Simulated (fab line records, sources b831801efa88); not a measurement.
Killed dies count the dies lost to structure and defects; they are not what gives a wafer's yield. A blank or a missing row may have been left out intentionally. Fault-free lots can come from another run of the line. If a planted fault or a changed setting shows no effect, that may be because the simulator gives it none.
One fault through the eyes of 2 desks ; flow sky130 ; numbers are kept per desk, each desk with only its own; the story behind them comes last

== FROM THE METROLOGY DESK ==
Means of the sampled wafers that have a number, per lot and without regard to the tool the lot ran on: this is what the gauges read. Marked OUT: a lot whose mean sits more than 4 standard deviations from the usual mean, which makes it out of limits; the brackets give that distance.
Columns: A = PASSIVATION_CVD_00_THK at SKY_PASSIVATION_THK_MEAS_01, usual 89.8 nm
lot;first seen here;A
L513;day 43 18:53;90.3
L514;day 43 21:21;90.3
L516;day 44 23:31;89.0
L518;day 45 11:41;89.6
L517;day 45 12:12;89.3
L520;day 46 02:52;90.4
L521;day 46 05:04;89.7
L522;day 46 05:11;90.9
L523;day 46 11:31;90.1
L524;day 46 20:15;89.1
L531;day 48 16:23;90.0
L535;day 49 08:01;89.8
This desk found nothing out of limits on any of the 12 lots.

== THE TOOL OWNER'S DESK: pvdSputter-04 ==
The tool's own readings at SKY_METAL1_SPUTTER_04 (material TiN, target thk 70 nm, time 58.3 s): means of the sampled wafers that have a number, for each lot that ran on this tool. Marked OUT: a lot whose mean sits more than 4 standard deviations from the usual mean, which makes it out of limits; the brackets give that distance.
Columns: A = throttleValvePct at SKY_METAL1_SPUTTER_04, usual 30.1 %
lot;first seen here;A
L516;day 32 23:38;31.2
L518;day 33 14:29;30.6
L517;day 33 16:13;30.4
L520;day 34 08:43;30.7
L521;day 34 09:52;31.0
L522;day 34 10:58;30.6
L523;day 34 23:01;31.1
L531;day 37 18:59;31.1
L535;day 38 16:05;31.0
This desk found nothing out of limits on any of the 9 lots.

== BROUGHT TOGETHER ==
Metrology desk: nothing out of limits seen.
The tool owner's desk saw nothing out of limits.

== WHAT THE SIMULATOR PUT IN ==
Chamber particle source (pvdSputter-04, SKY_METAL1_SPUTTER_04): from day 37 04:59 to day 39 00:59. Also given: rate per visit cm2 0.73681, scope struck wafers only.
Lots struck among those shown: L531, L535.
